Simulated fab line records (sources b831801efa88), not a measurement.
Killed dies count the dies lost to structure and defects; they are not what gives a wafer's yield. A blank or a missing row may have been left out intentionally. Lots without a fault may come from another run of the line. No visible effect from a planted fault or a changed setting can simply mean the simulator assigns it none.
Lot-split experiment :: flow sky130 :: 23 wafers read from 5 lots, route of 708 steps

== ABOUT THE SPLIT ==
At SKY_LDD_P_EXPOSE_04 (exposes mask PSDM, target cd 380 nm), the setting dose mj was moved away from the recipe's 138 on 8 of the 23 wafers read, by -6.7% to +7.5%. The other wafers ran this setting at the recipe's value.

== FROM THE SPLIT TO THE READING: what the file shows between them, 2 steps ==
- SKY_LDD_P_PEB_05
- SKY_LDD_P_DEVELOP_06: develop time 60 s

== THE READING ==
Shown in nm: cd nm at SKY_LDD_P_CD_MEAS_07, with target cd 380 nm. A value of 380 nm with a standard deviation of 3.3 nm is what fault-free wafers of this fab line usually give.

wafer: L074.1
tool, chamber at the split: iline stepper-01, 0
dose mj as run: 138
against the recipe: recipe
cd nm, nm: 380
against lot-mates on the recipe: -

wafer: L074.2
tool, chamber at the split: iline stepper-01, 0
dose mj as run: 138
against the recipe: recipe
cd nm, nm: 375
against lot-mates on the recipe: -

wafer: L074.3
tool, chamber at the split: iline stepper-01, 0
dose mj as run: 138
against the recipe: recipe
cd nm, nm: 377
against lot-mates on the recipe: -

wafer: L074.4
tool, chamber at the split: iline stepper-01, 0
dose mj as run: 138
against the recipe: recipe
cd nm, nm: 381
against lot-mates on the recipe: -

wafer: L074.5
tool, chamber at the split: iline stepper-01, 0
dose mj as run: 138
against the recipe: recipe
cd nm, nm: 376
against lot-mates on the recipe: -

wafer: L075.1
tool, chamber at the split: iline stepper-02, 0
dose mj as run: 138
against the recipe: recipe
cd nm, nm: 380
against lot-mates on the recipe: -

wafer: L075.4
tool, chamber at the split: iline stepper-02, 0
dose mj as run: 138
against the recipe: recipe
cd nm, nm: 381
against lot-mates on the recipe: -

wafer: L075.5
tool, chamber at the split: iline stepper-02, 0
dose mj as run: 138
against the recipe: recipe
cd nm, nm: 381
against lot-mates on the recipe: -

wafer: L077.1
tool, chamber at the split: iline stepper-02, 0
dose mj as run: 138
against the recipe: recipe
cd nm, nm: 382
against lot-mates on the recipe: -

wafer: L077.2
tool, chamber at the split: iline stepper-02, 0
dose mj as run: 128.7
against the recipe: -6.7%
cd nm, nm: 361
against lot-mates on the recipe: -20

wafer: L077.4
tool, chamber at the split: iline stepper-02, 0
dose mj as run: 128.7
against the recipe: -6.7%
cd nm, nm: 358
against lot-mates on the recipe: -23

wafer: L077.5
tool, chamber at the split: iline stepper-02, 0
dose mj as run: 138
against the recipe: recipe
cd nm, nm: 380
against lot-mates on the recipe: -

wafer: L077.6
tool, chamber at the split: iline stepper-02, 0
dose mj as run: 128.7
against the recipe: -6.7%
cd nm, nm: 359
against lot-mates on the recipe: -22

wafer: L080.2
tool, chamber at the split: iline stepper-02, 0
dose mj as run: 138
against the recipe: recipe
cd nm, nm: 376
against lot-mates on the recipe: -

wafer: L080.3
tool, chamber at the split: iline stepper-02, 0
dose mj as run: 138
against the recipe: recipe
cd nm, nm: 377
against lot-mates on the recipe: -

wafer: L080.4
tool, chamber at the split: iline stepper-02, 0
dose mj as run: 138
against the recipe: recipe
cd nm, nm: 377
against lot-mates on the recipe: -

wafer: L080.5
tool, chamber at the split: iline stepper-02, 0
dose mj as run: 148
against the recipe: +7.2%
cd nm, nm: 399
against lot-mates on the recipe: +22

wafer: L080.6
tool, chamber at the split: iline stepper-02, 0
dose mj as run: 148
against the recipe: +7.2%
cd nm, nm: 398
against lot-mates on the recipe: +21

wafer: L084.1
tool, chamber at the split: iline stepper-02, 0
dose mj as run: 148.3
against the recipe: +7.5%
cd nm, nm: 396
against lot-mates on the recipe: +20

wafer: L084.2
tool, chamber at the split: iline stepper-02, 0
dose mj as run: 148.3
against the recipe: +7.5%
cd nm, nm: 397
against lot-mates on the recipe: +21

wafer: L084.3
tool, chamber at the split: iline stepper-02, 0
dose mj as run: 148.3
against the recipe: +7.5%
cd nm, nm: 395
against lot-mates on the recipe: +19

wafer: L084.5
tool, chamber at the split: iline stepper-02, 0
dose mj as run: 138
against the recipe: recipe
cd nm, nm: 375
against lot-mates on the recipe: -

wafer: L084.6
tool, chamber at the split: iline stepper-02, 0
dose mj as run: 138
against the recipe: recipe
cd nm, nm: 377
against lot-mates on the recipe: -

THE FIT
A straight line over all 23 wafers: cd nm changes by +2.64 nm for each +1% of dose mj; r = +0.98; the points scatter about the line by 2.3 nm.
The same after taking each lot's own level away (the mean of its wafers on the recipe; 23 wafers): +2.96 nm for each +1%; r = +0.99; scatter 1.6 nm.
According to that fit, moving dose mj by its largest amount changes the reading by 22 nm.
The span of the lots' own levels, 376.0 to 381.0 nm, comes to 1.5 times the standard deviation stated above.
Hence the slope depends on the lot-to-lot level, as the two fits are not the same.
Check: +22 nm against its lot-mates is what the line predicts for one of the wafers moved furthest among these (+7.5%) when that wafer is left out of the fit. It came out at +20 nm against them.

== ADDITIONAL SPLITS CARRIED BY THESE WAFERS ==
These wafers also went through other splits before the reading. Each is held against what the fit with the lots' levels taken away leaves over:
other split on the same wafers: SKY_GATE_OXIDE_IMPLANT_11 energy kev
wafers away from the commonest value: 2
r with cd nm (lot level and that fit taken away): +0.03

other split on the same wafers: SKY_POLY_GATE_EXPOSE_10 dose mj
wafers away from the commonest value: 9
r with cd nm (lot level and that fit taken away): +0.08

other split on the same wafers: SKY_POLY_GATE_ETCH_15 source w
wafers away from the commonest value: 8
r with cd nm (lot level and that fit taken away): +0.34

other split on the same wafers: SKY_LDD_N_IMPLANT_08 energy kev
wafers away from the commonest value: 5
r with cd nm (lot level and that fit taken away): +0.19

== FILE'S OWN FIT ==
cd nm changes by +2.95 nm for each +1% of dose mj, r = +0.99.
